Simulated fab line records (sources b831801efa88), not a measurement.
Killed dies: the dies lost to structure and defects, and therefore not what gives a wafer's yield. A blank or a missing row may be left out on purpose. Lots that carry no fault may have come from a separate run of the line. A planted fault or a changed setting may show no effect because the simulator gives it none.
fab line records + flow sfq-line
[record]
- lots = 9
- wafers = 27
- last-day = 83
route steps=325 shown M3@129 JJ@183 A5B@209 M8@323
lots that met no fault: taken from a fault-free run of the same line
start-h: start of the lot's first displayed wafer, in hours after the record's first day + wait-h: how many hours have passed since the lot's step before this one + " unchanged from the row above + L1.1+2: one row covering several wafers at once + - no value present, or no start provided + * or withheld: withheld + < > ~ a bound
route shown NAME@n: names a module that has steps shown in the file, with the first one's number in the route + usual: the fault-free wafers' mean and standard deviation + same: alike in all rows + chamber/n: place in a boat + sites: readings site by site + _std_site: the standard deviation of these + _edge_site: mean of outer sites minus mean of inner sites + radius-mm: for every site, how far away it sits from the centre of the wafer + mask NAME#n: copy n + behind: the most recent tool/chamber to have shaped the wafer + hold: reason for holding the lot/hours on hold/outcome of the hold + device: which transistor (n, p or np) failed to switch + end of line: the route-end tests of the same wafers + where a step has no rows: the recipe by itself + killed: not the wafer's yield, but the dies lost to structure and defects at the first sort + map: per-die view of a wafer (x killed, . not killed, _ where there is no die)
set.NAME: the run value of the setting; set.NAME@STEP: its run value at that earlier step + model.NAME: the simulator's own value behind a step, which no gauge read
one table for each step of the route and one row for each wafer, over a sample of lots
services: from which hour (start-h, from the record's first day; less than 0 if before it) a tool's chamber was out of use, for how many hours, and why
[[steps]]
[step SFQ_TRILAYER_M3_BARC_OPEN_METAL_ETCH_100]
[recipe]
- mask-material = PR
- chemistry = O2
- target-depth-nm = 125
- target = BARC
- icp-w = 600
- bias-w = 80
- pressure-mtorr = 10
- time-s = 41.7
[usual]
- drypump-motor-current-A = 5.6/0.51
- oes-product-au = 0.685/0.0046
- run-length-s = 69.7/0.45
- time-s = 41.7/0
| lot.wafer | tool         | chamber | start-h | wait-h | drypump-motor-current-A | oes-product-au | rf-hours-counter-h | run-length-s | time-s |
|-----------|--------------|---------|---------|--------|-------------------------|----------------|--------------------|--------------|--------|
| L873.2    | rie-metal-01 | 1       | 637.35  | 0.0    | 6.2                     | 0.675          | 71                 | 69.0         | 41.7   |
| L873.4    | "            | 0       | "       | "      | 5.3                     | 0.681          | -                  | 70.0         | 41.7   |
| L873.5    | "            | 1       | "       | "      | 6.2                     | 0.681          | -                  | 68.9         | 41.7   |
| L874.3    | rie-metal-04 | 0       | 642.17  | 0.0    | 4.8                     | 0.688          | -                  | 70.0         | 41.7   |
| L874.4    | "            | 1       | "       | "      | 5.8                     | 0.686          | -                  | 69.2         | 41.7   |
| L874.6    | "            | 0       | "       | "      | 4.8                     | 0.681          | -                  | 70.0         | 41.7   |
| L875.3    | rie-metal-01 | 1       | 758.69  | 0.0    | 6.2                     | 0.687          | -                  | 69.2         | 41.7   |
| L875.5    | "            | 0       | "       | "      | 5.3                     | 0.688          | -                  | 70.2         | 41.7   |
| L875.6    | "            | 1       | "       | "      | 6.2                     | 0.683          | -                  | 69.4         | 41.7   |
| L876.3    | rie-metal-01 | 1       | 763.62  | 0.0    | 6.2                     | 0.687          | -                  | 69.3         | 41.7   |
| L876.5    | "            | 0       | "       | "      | 5.3                     | 0.684          | -                  | 69.9         | 41.7   |
| L876.6    | "            | 1       | "       | "      | 6.2                     | 0.688          | -                  | 69.0         | 41.7   |
| L877.2    | rie-metal-02 | 0       | 839.48  | 0.0    | 6.1                     | 0.685          | 127                | 69.4         | 41.7   |
| L877.3    | "            | 1       | "       | "      | 5.2                     | 0.689          | -                  | 70.0         | 41.7   |
| L877.4    | "            | 0       | "       | "      | 6.1                     | 0.679          | -                  | 69.5         | 41.7   |
| L878.4    | rie-metal-04 | 1       | 850.55  | 0.0    | 5.8                     | 0.819          | -                  | 59.6         | 29.19  |
| L878.5    | "            | 0       | "       | "      | 4.8                     | 0.824          | -                  | 60.9         | 29.19  |
| L878.6    | "            | 1       | "       | "      | 5.8                     | 0.811          | -                  | 59.8         | 29.19  |
| L879.1    | rie-metal-01 | 1       | 862.40  | 0.0    | 6.2                     | 0.820          | 104                | 59.5         | 29.19  |
| L879.2    | "            | 0       | "       | "      | 5.3                     | 0.825          | 1                  | 60.4         | 29.19  |
| L879.6    | "            | 1       | "       | "      | 6.2                     | 0.821          | -                  | 59.6         | 29.19  |
| L880.1    | rie-metal-02 | 0       | 872.00  | 0.0    | 6.1                     | 0.817          | 133                | 59.9         | 29.19  |
| L880.4    | "            | 1       | "       | "      | 5.2                     | 0.813          | -                  | 60.7         | 29.19  |
| L880.6    | "            | 1       | "       | "      | 5.2                     | 0.821          | -                  | 60.4         | 29.19  |
| L881.1    | rie-metal-01 | 1       | 911.94  | 0.2    | 6.2                     | 0.817          | 111                | 60.2         | 29.19  |
| L881.3    | "            | 0       | "       | "      | 5.3                     | 0.821          | -                  | 60.7         | 29.19  |
| L881.4    | "            | 1       | "       | "      | 6.2                     | 0.822          | -                  | 59.6         | 29.19  |
[step SFQ_JJ_RS_MEAS_929]
[recipe]
- thk-meas-gauge = four-point-probe
- reads = Nb_of_TRILAYER_JJ_TRILAYER_DEP_SPUTTER_112
[usual]
- JJ_NB_RS = 1.045/0.0096
| lot.wafer | tool          | chamber | start-h | wait-h | JJ_NB_RS[ohm/sq] |
|-----------|---------------|---------|---------|--------|------------------|
| L873.2    | film-metro-03 | -       | 1075.10 | 0.1    | 1.051            |
| L873.4    | "             | -       | "       | "      | 1.062            |
| L873.5    | "             | -       | "       | "      | 1.058            |
| L874.3    | film-metro-01 | -       | 1096.72 | 0.1    | 1.058            |
| L874.4    | "             | -       | "       | "      | 1.051            |
| L874.6    | "             | -       | "       | "      | 1.060            |
| L875.3    | film-metro-02 | -       | 1097.92 | 0.1    | 1.039            |
| L875.5    | "             | -       | "       | "      | 1.036            |
| L875.6    | "             | -       | "       | "      | 1.042            |
| L876.3    | film-metro-02 | -       | 1100.32 | 0.1    | 1.048            |
| L876.5    | "             | -       | "       | "      | 1.046            |
| L876.6    | "             | -       | "       | "      | 1.057            |
| L877.2    | film-metro-02 | -       | 1149.50 | 0.1    | 1.034            |
| L877.3    | "             | -       | "       | "      | 1.037            |
| L877.4    | "             | -       | "       | "      | 1.042            |
| L878.4    | film-metro-02 | -       | 1163.52 | 0.1    | 1.035            |
| L878.5    | "             | -       | "       | "      | 1.046            |
| L878.6    | "             | -       | "       | "      | 1.045            |
| L879.1    | film-metro-03 | -       | 1175.46 | 0.0    | 1.035            |
| L879.2    | "             | -       | "       | "      | 1.026            |
| L879.6    | "             | -       | "       | "      | 1.031            |
| L880.1    | film-metro-03 | -       | 1186.26 | 0.0    | 1.051            |
| L880.4    | "             | -       | "       | "      | 1.048            |
| L880.6    | "             | -       | "       | "      | 1.055            |
| L881.1    | film-metro-01 | -       | 1223.65 | 0.0    | 1.037            |
| L881.3    | "             | -       | "       | "      | 1.038            |
| L881.4    | "             | -       | "       | "      | 1.046            |
[step SFQ_TRILAYER_A5B_DEP_PECVD_129]
[recipe]
- material = SiO2
- temp-c = 150
- time-s = 133.33
- pressure-torr = 2.4
- rf-w = 183.3
- precursor = SiH4/N2O
- target-thk-nm = 600
[usual]
- heater-power-w = 81/11
- susceptor-temp-C = 150.01/0.13
- throttle-valve-pct = 24.9/1.6
| lot.wafer | tool     | chamber | start-h | wait-h | heater-power-w | susceptor-temp-C | throttle-valve-pct |
|-----------|----------|---------|---------|--------|----------------|------------------|--------------------|
| L873.2    | pecvd-04 | 0       | 1083.55 | 0.0    | 63             | 150.00           | 26.0               |
| L873.4    | "        | 1       | "       | "      | 93             | 149.92           | 24.8               |
| L873.5    | "        | 0       | "       | "      | 49             | 150.05           | 25.9               |
| L874.3    | pecvd-03 | 0       | 1105.15 | 0.0    | 86             | 149.76           | 24.7               |
| L874.4    | "        | 1       | "       | "      | 65             | 149.82           | 26.0               |
| L874.6    | "        | 0       | "       | "      | 92             | 149.88           | 24.6               |
| L875.3    | pecvd-04 | 2       | 1106.35 | 0.0    | 80             | 150.10           | 24.6               |
| L875.5    | "        | 0       | "       | "      | 60             | 150.01           | 26.1               |
| L875.6    | "        | 2       | "       | "      | 80             | 149.91           | 24.3               |
| L876.3    | pecvd-01 | 0       | 1108.73 | 0.0    | 73             | 150.06           | 23.7               |
| L876.5    | "        | 1       | "       | "      | 87             | 150.07           | 23.6               |
| L876.6    | "        | 0       | "       | "      | 77             | 150.06           | 23.3               |
| L877.2    | pecvd-03 | 1       | 1407.81 | 0.0    | 74             | 149.90           | 24.0               |
| L877.3    | "        | 0       | "       | "      | 89             | 150.07           | 22.1               |
| L877.4    | "        | 2       | "       | "      | 81             | 150.02           | 23.7               |
| L878.4    | pecvd-04 | 2       | 1416.45 | 0.0    | 80             | 150.05           | 25.0               |
| L878.5    | "        | 1       | "       | "      | 76             | 149.86           | 25.7               |
| L878.6    | "        | 0       | "       | "      | 49             | 150.14           | 27.7               |
| L879.1    | pecvd-04 | 0       | 1427.02 | 0.0    | 58             | 150.17           | 27.8               |
| L879.2    | "        | 2       | "       | "      | 77             | 150.26           | 25.7               |
| L879.6    | "        | 2       | "       | "      | 79             | 150.10           | 25.6               |
| L880.1    | pecvd-01 | 0       | 1442.52 | 0.0    | 82             | 149.91           | 24.1               |
| L880.4    | "        | 1       | "       | "      | 77             | 150.11           | 24.2               |
| L880.6    | "        | 2       | "       | "      | 96             | 149.93           | 26.1               |
| L881.1    | pecvd-01 | 1       | 1477.32 | 0.0    | 81             | 149.97           | 24.0               |
| L881.3    | "        | 0       | "       | "      | 79             | 150.48           | 23.8               |
| L881.4    | "        | 0       | "       | "      | 80             | 150.19           | 23.8               |
[step SFQ_M8_THK_MEAS_950]
[recipe]
- thk-meas-gauge = xrf
- reads = Au_of_TRILAYER_M8_DEP_EVAP_196
[usual]
- M8_AU_THK = 186.4/1.6
| lot.wafer | tool          | chamber | start-h | wait-h | M8_AU_THK[nm] |
|-----------|---------------|---------|---------|--------|---------------|
| L873.2    | film-metro-04 | -       | 1876.04 | 0.1    | 186.0         |
| L873.4    | "             | -       | "       | "      | 185.6         |
| L873.5    | "             | -       | "       | "      | 187.6         |
| L874.3    | film-metro-02 | -       | 1879.73 | 0.1    | 183.7         |
| L874.4    | "             | -       | "       | "      | 184.7         |
| L874.6    | "             | -       | "       | "      | 184.7         |
| L875.3    | film-metro-04 | -       | 1885.65 | 0.1    | 184.5         |
| L875.5    | "             | -       | "       | "      | 185.3         |
| L875.6    | "             | -       | "       | "      | 187.2         |
| L876.3    | film-metro-04 | -       | 1894.05 | 0.1    | 188.4         |
| L876.5    | "             | -       | "       | "      | 186.4         |
| L876.6    | "             | -       | "       | "      | 186.6         |
| L877.2    | film-metro-01 | -       | 1938.44 | 0.1    | 185.3         |
| L877.3    | "             | -       | "       | "      | 184.6         |
| L877.4    | "             | -       | "       | "      | 185.0         |
| L878.4    | film-metro-01 | -       | 1945.44 | 0.1    | 187.9         |
| L878.5    | "             | -       | "       | "      | 187.8         |
| L878.6    | "             | -       | "       | "      | 185.7         |
| L879.1    | film-metro-01 | -       | 1947.81 | 0.1    | 186.6         |
| L879.2    | "             | -       | "       | "      | 186.5         |
| L879.6    | "             | -       | "       | "      | 187.9         |
| L880.1    | film-metro-02 | -       | 1953.81 | 0.1    | 185.8         |
| L880.4    | "             | -       | "       | "      | 184.7         |
| L880.6    | "             | -       | "       | "      | 186.1         |
| L881.1    | film-metro-01 | -       | 1989.72 | 0.1    | 186.8         |
| L881.3    | "             | -       | "       | "      | 184.7         |
| L881.4    | "             | -       | "       | "      | 185.1         |
[[services]]
| tool         | chamber | start-h | hours | kind   |
|--------------|---------|---------|-------|--------|
| rie-metal-01 | 1       | 616.85  | 12.0  | repair |
| pecvd-04     | 1       | 665.04  | 17.0  | repair |
| pecvd-04     | -       | 692.74  | 63.6  | repair |
| rie-metal-01 | -       | 695.73  | 14.6  | pm     |
| pecvd-04     | 2       | 716.71  | 21.0  | repair |
| pecvd-01     | 1       | 716.92  | 12.5  | repair |
| rie-metal-01 | -       | 776.70  | 0.8   | repair |
| pecvd-01     | -       | 826.40  | 1.3   | repair |
| pecvd-04     | -       | 831.58  | 3.2   | repair |
| pecvd-04     | -       | 850.55  | 3.1   | repair |
| pecvd-01     | -       | 870.15  | 6.0   | pm     |
| pecvd-04     | 1       | 942.18  | 28.0  | repair |
| pecvd-04     | 2       | 975.19  | 16.9  | repair |
| rie-metal-01 | 1       | 1004.32 | 48.7  | repair |
| rie-metal-01 | -       | 1115.28 | 28.1  | pm     |
| rie-metal-01 | 0       | 1158.35 | 12.4  | repair |
| rie-metal-01 | -       | 1183.03 | 4.3   | pm     |
| pecvd-04     | 1       | 1190.94 | 8.6   | repair |
| pecvd-04     | -       | 1232.14 | 0.5   | repair |
| pecvd-04     | -       | 1251.76 | 2.8   | pm     |
| pecvd-04     | -       | 1313.39 | 5.5   | pm     |
| pecvd-04     | -       | 1354.20 | 2.1   | repair |
| pecvd-04     | 2       | 1358.57 | 8.9   | repair |
| rie-metal-01 | -       | 1449.10 | 0.9   | repair |
[[key]]
[first-sign]
- step = SFQ_TRILAYER_M3_BARC_OPEN_METAL_ETCH_100
- reading = time-s
- direction = down
- sigmas = 99+
- usual = *
- struck = *
[effect]
- step = SFQ_TRILAYER_M3_BARC_OPEN_METAL_ETCH_100
- reading = oes-product-au
- direction = up
- sigmas = 29
- usual = 0.685
- struck = 0.819
met-at SFQ_TRILAYER_M3_BARC_OPEN_METAL_ETCH_100
struck-lots L878,L879,L880,L881
not-acting-at SFQ_JJ_RS_MEAS_929,SFQ_TRILAYER_A5B_DEP_PECVD_129,SFQ_M8_THK_MEAS_950
onset-between 839.48 850.55
[fault]
- kind = recipe-version-skew
- tool = rie-metal-01,rie-metal-02,rie-metal-04
- chamber = -
- onset-h = 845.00
- steps = SFQ_TRILAYER_M3_BARC_OPEN_METAL_ETCH_100
- wrong-recipe.time-s = *
